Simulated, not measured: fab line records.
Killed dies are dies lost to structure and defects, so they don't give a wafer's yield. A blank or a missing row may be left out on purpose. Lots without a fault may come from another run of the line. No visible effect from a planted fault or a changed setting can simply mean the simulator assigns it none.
Matching of chambers | flow sky130 | 4 sister chambers for SKY_VIA4_ETCH_12 on rieDiel-01
The step etches SiO2 in C4F8/O2/Ar, stops on TiN, target depth 580 nm. 20 wafers are shown with their chamber, then 10 later ones without.

== EACH WAFER AND ITS CHAMBER ==
wafer  | chamber | rfFwdPowerW (W) | oesProductAu (a.u.)
L074.3 | 3       | 1492            | 0.923
L074.4 | 0       | 1491            | 0.932
L074.5 | 1       | 1494            | 0.918
L079.4 | 2       | 1489            | 0.919
L079.5 | 0       | 1494            | 0.921
L079.6 | 3       | 1485            | 0.932
L081.2 | 2       | 1488            | 0.925
L081.4 | 1       | 1495            | 0.932
L081.6 | 0       | 1498            | 0.924
L083.3 | 1       | 1489            | 0.926
L083.5 | 2       | 1490            | 0.931
L083.6 | 0       | 1491            | 0.929
L085.2 | 2       | 1482            | 0.928
L085.3 | 3       | 1488            | 0.921
L085.6 | 3       | 1487            | 0.931
L086.3 | 3       | 1488            | 0.924
L086.5 | 0       | 1498            | 0.922
L086.6 | 2       | 1486            | 0.922
L091.1 | 3       | 1493            | 0.931
L091.2 | 1       | 1494            | 0.925

SIGNATURES, as means of the wafers listed above
reading      | chamber 0 | chamber 1 | chamber 2 | chamber 3 | scatter within a chamber
rfFwdPowerW  | 1494.40   | 1493.00   | 1487.00   | 1488.83   | 3.14
oesProductAu | 0.92560   | 0.92525   | 0.92500   | 0.92700   | 0.00497
Rule: for each reading, subtract the chamber's mean from the wafer's reading, divide by that reading's scatter and square the result; add these up over the readings and take the root, which gives the wafer's distance from the chamber. The wafer belongs to the nearest chamber; if the next one is less than 2 further off, it can't be placed. The scatter is the square root of a quotient: the sum, over the shown wafers, of each reading's squared deviation from its chamber's mean, divided by wafers minus chambers.

== WAFERS WITHOUT THEIR CHAMBER ==
wafer  | rfFwdPowerW (W) | oesProductAu (a.u.)
L091.6 | 1487            | 0.925
L094.2 | 1501            | 0.928
L094.5 | 1490            | 0.927
L094.6 | 1502            | 0.924
L095.2 | 1489            | 0.924
L095.5 | 1491            | 0.922
L095.6 | 1496            | 0.928
L097.1 | 1495            | 0.923
L097.5 | 1499            | 0.927
L097.6 | 1487            | 0.921

== WHICH CHAMBER EACH ONE RAN IN ==
wafer  | from the rows above               | in truth
L091.6 | can't be placed: 2 or 3 or 1      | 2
L094.2 | can't be placed: 0 or 1 or 3      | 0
L094.5 | can't be placed: 3 or 1 or 2 or 0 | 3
L094.6 | can't be placed: 0 or 1 or 3      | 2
L095.2 | can't be placed: 3 or 2 or 1 or 0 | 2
L095.5 | can't be placed: 1 or 3 or 0 or 2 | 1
L095.6 | can't be placed: 0 or 1 or 3      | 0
L097.1 | can't be placed: 0 or 1 or 3      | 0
L097.5 | can't be placed: 0 or 1 or 3      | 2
L097.6 | can't be placed: 2 or 3 or 1 or 0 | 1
Placed correctly: 0 of 10. From these rows, 10 cannot be placed; in 8 the true chamber is one of the candidates. Wrongly placed: 0.
